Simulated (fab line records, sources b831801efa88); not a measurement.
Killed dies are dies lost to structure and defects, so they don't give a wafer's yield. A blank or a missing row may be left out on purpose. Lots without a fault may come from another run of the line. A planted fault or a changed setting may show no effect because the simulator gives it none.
Which tool did it? | flow sky130 | 6 lots, 18 wafers sampled, at 1 step of a route of 708

WHAT THE GAUGES READ, wafer by wafer
SKY_CAPM_THK_MEAS_01.
lot  | measured     | on            | CAPM_CVD_00_THK (nm)
L719 | day 36 08:55 | film_metro-03 | 15.23 15.63 15.79
L727 | day 39 06:19 | film_metro-02 | 15.70 15.89 15.98
L730 | day 39 23:46 | film_metro-01 | 15.58 15.76 15.80
L733 | day 40 18:37 | film_metro-03 | 15.33 15.53 15.60
L737 | day 41 22:29 | film_metro-01 | 15.62 15.85 15.80
L741 | day 42 20:52 | film_metro-01 | 15.46 15.35 15.61

WHICH TOOL RAN EACH LOT (tool, then ch and the chambers of the sampled wafers, then the start)
The record holds no process step before these readings.

THE ANSWER, worked out from the rows above alone
Rule: what is usual is taken from the lots themselves. Put in order of their means at a reading, lots are off if they are a third of the lots or fewer, leave a main group of 4 or more, and stand apart from it by a gap of 3 or more times the standard deviation of the main group's means; of several such gaps the widest counts. A main group whose means are all the same, to the digits that the tables above print for the reading, isn't used. A lot without any number at a reading at which 4 lots or more have one is off too. The other lots that the step has rows for count as sound.
No lot is off at any reading shown: from this, nothing can be told.

WHAT THE SIMULATOR HAD PUT IN
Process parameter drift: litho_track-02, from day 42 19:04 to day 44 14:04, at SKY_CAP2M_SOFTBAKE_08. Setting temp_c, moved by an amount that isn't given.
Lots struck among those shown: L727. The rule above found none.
